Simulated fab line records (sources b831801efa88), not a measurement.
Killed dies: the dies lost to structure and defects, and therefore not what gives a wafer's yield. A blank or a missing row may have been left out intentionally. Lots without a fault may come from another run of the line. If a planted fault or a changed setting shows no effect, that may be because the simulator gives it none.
Split-lot experiment + flow sky130 + route with 708 steps; 5 lots, 23 wafers read

## ABOUT THE SPLIT
At SKY_GATE_OXIDE_IMPLANT_11, the setting energy kev was moved away from the recipe's 10 on 8 of the 23 wafers read, by -5.5% to +2.0%. For the rest of the wafers, this setting stayed at what the recipe calls for.

The split's own step is where the reading is taken.

## THE READING
The simulator's own value implant.drp nm, read by no gauge, in nm at SKY_GATE_OXIDE_IMPLANT_11. No usual value for it is given in the file.

| wafer  | tool, chamber at the split | energy kev as run | against the recipe | implant.drp nm, nm | against lot-mates on the recipe |
|--------|----------------------------|-------------------|--------------------|--------------------|---------------------------------|
| L074.1 | implanter-01, 0            | 10                | recipe             | 17.11              | -                               |
| L074.2 | implanter-01, 0            | 10                | recipe             | 17.11              | -                               |
| L074.3 | implanter-01, 0            | 10                | recipe             | 17.11              | -                               |
| L074.4 | implanter-01, 0            | 10                | recipe             | 17.11              | -                               |
| L074.6 | implanter-01, 0            | 10                | recipe             | 17.11              | -                               |
| L077.1 | implanter-03, 0            | 9.452             | -5.5%              | 16.45              | -0.66                           |
| L077.2 | implanter-03, 0            | 9.452             | -5.5%              | 16.45              | -0.66                           |
| L077.3 | implanter-03, 0            | 10                | recipe             | 17.11              | -                               |
| L077.4 | implanter-03, 0            | 10                | recipe             | 17.11              | -                               |
| L077.5 | implanter-03, 0            | 10                | recipe             | 17.11              | -                               |
| L079.1 | implanter-01, 0            | 10                | recipe             | 17.11              | -                               |
| L079.4 | implanter-01, 0            | 10                | recipe             | 17.11              | -                               |
| L079.5 | implanter-01, 0            | 10                | recipe             | 17.11              | -                               |
| L080.1 | implanter-02, 0            | 9.81              | -1.9%              | 16.89              | -0.22                           |
| L080.2 | implanter-02, 0            | 9.81              | -1.9%              | 16.89              | -0.22                           |
| L080.6 | implanter-02, 0            | 9.81              | -1.9%              | 16.89              | -0.22                           |
| L080.4 | implanter-02, 0            | 10                | recipe             | 17.11              | -                               |
| L080.5 | implanter-02, 0            | 10                | recipe             | 17.11              | -                               |
| L085.1 | implanter-01, 0            | 10.2              | +2.0%              | 17.35              | +0.24                           |
| L085.3 | implanter-01, 0            | 10.2              | +2.0%              | 17.35              | +0.24                           |
| L085.4 | implanter-01, 0            | 10.2              | +2.0%              | 17.35              | +0.24                           |
| L085.2 | implanter-01, 0            | 10                | recipe             | 17.11              | -                               |
| L085.6 | implanter-01, 0            | 10                | recipe             | 17.11              | -                               |

THE FIT
A straight line over all 23 wafers: implant.drp nm changes by +0.12 nm for each +1% of energy kev; r = +1.00; the points scatter about the line by 0.003 nm.
The same after taking each lot's own level away (the mean of its wafers on the recipe; 23 wafers): +0.12 nm for each +1%; r = +1.00; scatter 0.003 nm.
According to that fit, moving energy kev by its largest amount changes the reading by 0.66 nm.
The lots' own levels span 17.110 to 17.110 nm.
Consequently the slope shifts little with the lot-to-lot level, the two slopes agreeing.
Check: with one of the wafers moved furthest among these (-5.5%) left out of the fit, the line predicts -0.654 nm for it against its lot-mates. Against them it came out at -0.66 nm.

## THESE WAFERS: OTHER SPLITS
These wafers also went through other splits before the reading. Each is held against what the fit with the lots' levels taken away leaves over:
| other split on the same wafers             | wafers away from the commonest value | r with implant.drp nm (lot level and that fit taken away) |
|--------------------------------------------|--------------------------------------|-----------------------------------------------------------|
| SKY_VT_ADJUST_PCH_IMPLANT_08 energy kev    | 11                                   | +0.35                                                     |
| SKY_SONOS_TUNNEL_DEVELOP_06 develop time s | 11                                   | +0.04                                                     |
| SKY_SONOS_ONO_CVD_02 time s                | 10                                   | -0.18                                                     |
| SKY_SONOS_ONO_EXPOSE_10 dose mj            | 5                                    | -0.36                                                     |
| SKY_SONOS_ONO_DEVELOP_12 develop time s    | 2                                    | -0.25                                                     |
| SKY_GATE_OXIDE_COAT_05 resist thk nm       | 8                                    | -0.17                                                     |

## THE WHOLE CHAIN: every reading that the file lists as answering this split, in the file's order
| step                      | what it does | reading                                                         | change (the file's fit)               | r (the file's) |
|---------------------------|--------------|-----------------------------------------------------------------|---------------------------------------|----------------|
| SKY_GATE_OXIDE_IMPLANT_11 |              | implant.rp nm (the simulator's own value, which no gauge read)  | +0.284 nm for each +1% of the setting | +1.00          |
| SKY_GATE_OXIDE_IMPLANT_11 |              | implant.drp nm (the simulator's own value, which no gauge read) | +0.12 nm for each +1% of the setting  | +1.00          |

## FILE'S OWN FIT
implant.drp nm changes by +0.12 nm for each +1% of energy kev, r = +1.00.
